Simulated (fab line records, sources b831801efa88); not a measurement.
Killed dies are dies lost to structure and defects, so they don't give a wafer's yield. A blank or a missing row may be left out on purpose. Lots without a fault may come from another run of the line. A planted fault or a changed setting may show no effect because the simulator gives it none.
A struck lot beside a sound one | flow sky130 | 46 steps out of a route of 708
Sound: wafers L313.2, L313.4, L313.6. Struck: wafers L315.4, L315.5. (L315.2 of the same lot was not struck and is left out.) The cause comes at the end.
At each step with rows: each side's tool, then ch and its chambers, then its first start. Under that, the readings that differ: sound wafers | struck wafers | difference of the means | sigmas: that difference in standard deviations of wafers without a fault.
alike: readings whose means differ by less than 2 such deviations, and words and numbers that are the same on both sides. not compared: withheld readings, readings that some wafer has no value for, bounds like >300 that may hide the same value, and numbers for which the record gives no deviation and whose values overlap.
The two part at a step that has a row with sigmas, a row that says differs or no value, or rows on one side only. Numbers that don't overlap but have no deviation are shown without sigmas and don't part them. A reading that every wafer of one side lacks parts them only if that side has two wafers or more.

SKY_METAL3_CD_MEAS_13: target cd 300 nm.
  sound on cd_sem-01, day 39 01:14; struck on cd_sem-01, day 39 12:47
  alike: cd_nm
SKY_METAL3_OVL_MEAS_14:
  sound on overlay-01, day 39 01:21; struck on overlay-01, day 39 12:54
  alike: METAL3_OVL
then, 4 steps without rows for these wafers: SKY_METAL3_DESCUM_15 (chemistry O2, time 8 s); SKY_METAL3_ETCH_16 (etches BARC in N2/H2, stops on SiO2, time 88.2 s, target depth 60 nm); SKY_METAL3_ETCH_17 (etches SiO2 in C4F8/O2/Ar, stops on TiN, time 3.9 s, target depth 15 nm); SKY_METAL3_METAL_ETCH_18 (etches the open film in Cl2/BCl3, stops on SiO2, target depth 845 nm, time 183.1 s).
SKY_METAL3_STRIP_19: strips in O2/N2.
  sound on plasma_asher-04 ch 0,1, day 39 01:45; struck on plasma_asher-04 ch 0,1, day 39 13:26
  alike: drypump_motor_current_A, oes_product_au, strip_time_to_endpoint_s
  not compared: rf_hours_counter_h
then, 4 steps without rows for these wafers: SKY_METAL3_STRIP_20 (strips in post etch residue remover, time 1200 s); SKY_METAL3_CLEAN_21 (cleans in IPA, time 180 s); SKY_METAL3_CLEAN_22 (cleans in O3/DIW); SKY_VIA3_HDPCVD_00 (deposits SiO2, target thk 1635 nm, time 272.5 s).
SKY_VIA3_THK_MEAS_01:
  sound on film_metro-03, day 39 02:31; struck on film_metro-03, day 39 14:14
  alike: VIA3_HDPCVD_THK
SKY_VIA3_CMP_02: polishes SiO2.
  sound on cmp-01 ch 0,1,2, day 39 02:40; struck on cmp-01 ch 0, day 39 14:17
  reading                                  | sound             | struck      | difference | sigmas
  model.SiO2_of_VIA3_HDPCVD_00.thk_nm (nm) | 463.2 464.2 465.4 | 882.6 881.5 | +417.8     |
  alike: motor_current_A, platen_rpm
SKY_VIA3_BOW_MEAS_03:
  sound on film_metro-01, day 39 02:53; struck on film_metro-02, day 39 14:37
  reading       | sound    | struck | difference | sigmas
  VIA3_BOW (um) | 75 80 79 | 99 104 | +24        | +3
then, 8 steps without rows for these wafers: SKY_VIA3_DEHYDRATE_04 (time 60 s); SKY_VIA3_HMDS_05 (prime time 60 s); SKY_VIA3_COAT_06 (resist thk 60 nm); SKY_VIA3_COAT_07 (resist thk 453 nm); SKY_VIA3_SOFTBAKE_08 (time 90 s); SKY_VIA3_EXPOSE_09 (exposes mask VIM3, target cd 200 nm); SKY_VIA3_PEB_10; SKY_VIA3_DEVELOP_11 (develop time 60 s).
SKY_VIA3_CD_MEAS_12: target cd 200 nm.
  sound on cd_sem-01, day 40 03:19; struck on cd_sem-02, day 40 15:22
  reading    | sound             | struck      | difference | sigmas
  cd_nm (nm) | 199.2 199.8 199.6 | 202.1 202.3 | +2.7       | +2
SKY_VIA3_OVL_MEAS_13:
  sound on overlay-01, day 40 03:25; struck on overlay-02, day 40 15:28
  alike: VIA3_OVL
then, 1 step without rows for these wafers: SKY_VIA3_ETCH_14 (etches BARC in N2/H2, stops on SiO2, time 45.9 s, target depth 60 nm).
SKY_VIA3_ETCH_15: etches SiO2 in C4F8/O2/Ar, stops on TiN, target depth 507 nm, time 78 s.
  sound on rie_diel-02 ch 1,2,3, day 40 03:29; struck on rie_diel-02 ch 2,3, day 40 15:32
  reading                          | sound             | struck      | difference | sigmas
  oes_product_au (a.u.)            | 0.946 0.945 0.949 | 1.014 1.000 | +0.060     | +13
  model.etch.depth_nm (nm)         | 463.2 464.2 465.4 | 515.2 511.3 | +49.0      |
  model.VIA3.feature_depth_nm (nm) | 463.2 464.2 465.4 | 515.2 511.3 | +49.0      |
then, 4 steps without rows for these wafers: SKY_VIA3_STRIP_16 (strips in O2/N2); SKY_VIA3_STRIP_17 (strips in post etch residue remover, time 1200 s); SKY_VIA3_CLEAN_18 (cleans in IPA, time 180 s); SKY_VIA3_CLEAN_19 (cleans in O3/DIW).
SKY_VIA3_SPUTTER_20: material TiN, target thk 20 nm, time 80 s.
  sound on pvd_sputter-04, day 40 04:09; struck on pvd_sputter-04, day 40 16:32
  alike: throttle_valve_pct
then, 1 step without rows for these wafers: SKY_VIA3_CVD_21 (deposits W, target thk 390 nm, time 117.31 s).
SKY_VIA3_RS_MEAS_22: measures by four-point-probe.
  sound on film_metro-03, day 40 04:21; struck on film_metro-02, day 40 16:44
  alike: VIA3_W_RS
SKY_VIA3_THK_MEAS_23: measures by xrf.
  sound on film_metro-03, day 40 04:28; struck on film_metro-02, day 40 16:51
  alike: VIA3_W_THK
then, 1 step without rows for these wafers: SKY_VIA3_CMP_24 (polishes, stops on SiO2, t overpolish 20 s, target thk 0 nm).
SKY_METAL4_SPUTTER_00: material Ti, target thk 15 nm, time 10 s.
  sound on pvd_sputter-03, day 40 04:49; struck on pvd_sputter-01, day 40 17:46
  alike: throttle_valve_pct
then, 1 step without rows for these wafers: SKY_METAL4_SPUTTER_01 (material TiN, target thk 20 nm, time 16.7 s).
SKY_METAL4_SPUTTER_02: material AlCu, target thk 735 nm, time 39.1 s.
  sound on pvd_sputter-03, day 40 04:52; struck on pvd_sputter-01, day 40 17:49
  alike: throttle_valve_pct
SKY_METAL4_SPUTTER_03: material Ti, target thk 5 nm, time 3.3 s.
  sound on pvd_sputter-03, day 40 04:54; struck on pvd_sputter-01, day 40 17:51
  alike: throttle_valve_pct
then, 2 steps without rows for these wafers: SKY_METAL4_SPUTTER_04 (material TiN, target thk 70 nm, time 58.3 s); SKY_CAP2M_CVD_00 (deposits SiO2, target thk 15.5 nm).
SKY_CAP2M_THK_MEAS_01:
  sound on film_metro-03, day 40 04:59; struck on film_metro-04, day 40 17:58
  alike: CAP2M_CVD_00_THK
SKY_METAL4_METAL_ETCH_18: etches the open film in Cl2/BCl3, stops on SiO2, target depth 845 nm, time 183.1 s.
  sound on rie_metal-02 ch 0,1, day 42 05:05; struck on rie_metal-02 ch 0, day 42 17:55
  reading                                  | sound                | struck        | difference | sigmas
  throttle_valve_pct (%)                   | 22.270 22.248 22.251 | 22.273 22.278 | +0.019     | +2
  model.SiO2_of_VIA3_HDPCVD_00.thk_nm (nm) | 433.1 434.2 435.3    | 852.5 851.5   | +417.8     |
  alike: bcl3_flow_sccm, drypump_motor_current_A, mfc_cl2_sccm, oes_product_au
  not compared: rf_hours_counter_h
SKY_VIA4_BOW_MEAS_03:
  sound on film_metro-01, day 42 06:45; struck on film_metro-03, day 42 19:15
  reading       | sound    | struck  | difference | sigmas
  VIA4_BOW (um) | 71 75 76 | 103 108 | +32        | +4
-- the record jumps here: 4 days lie between the struck wafers' starts before and after (it left off in module VIA4 and takes up again in module PAD_OPEN, whose first step shown is number 707 of the route) --
SKY_PAD_OPEN_BOW_MEAS_13:
  sound on film_metro-03, day 46 04:01; struck on film_metro-02, day 46 16:48
  reading           | sound    | struck | difference | sigmas
  PAD_OPEN_BOW (um) | 44 47 50 | 68 71  | +22        | +3
SKY_PAD_OPEN_PROBE_99:
  sound on prober-02, day 46 04:10; struck on prober-01, day 46 17:03
  reading                               | sound             | struck      | difference | sigmas
  model.etest.tester.sort_n_pass        | 391 403 414       | 0 0         | -403       |
  model.etest.tester.sort_yield_pct (%) | 79.47 81.91 84.15 | 0 0         | -82        |
  model.etest.tester.sort_bin_5_pct (%) | 13.01 10.57 9.553 | 95.21 93.41 | +83.27     |
  model.etest.res_pdiff_hv.open         | 0 0 0             | 1 1         | +1         |
  model.etest.tip_n_5v.open             | 0 0 0             | 1 1         | +1         |
  model.etest.cap_poly_to_well.open     | 0 0 0             | 1 1         | +1         |
  model.etest.poly_comb.under_floor     | 0 0 0             | 1 1         | +1         |
  model.etest.nfet_16v.open             | 0 0 0             | 1 1         | +1         |
  alike: defect_limited_yield, killed_at_M0_to_M3, killed_at_M4_up, killed_at_contacts, killed_at_front_end, killed_at_other, killed_dies, killed_open, killed_short

WHERE THEY PART
First at SKY_VIA3_BOW_MEAS_03; last, within this record, at SKY_PAD_OPEN_BOW_MEAS_13. Later steps at which nothing parts them and some readings are alike: SKY_PAD_OPEN_PROBE_99.

WHY: what the simulator had put in
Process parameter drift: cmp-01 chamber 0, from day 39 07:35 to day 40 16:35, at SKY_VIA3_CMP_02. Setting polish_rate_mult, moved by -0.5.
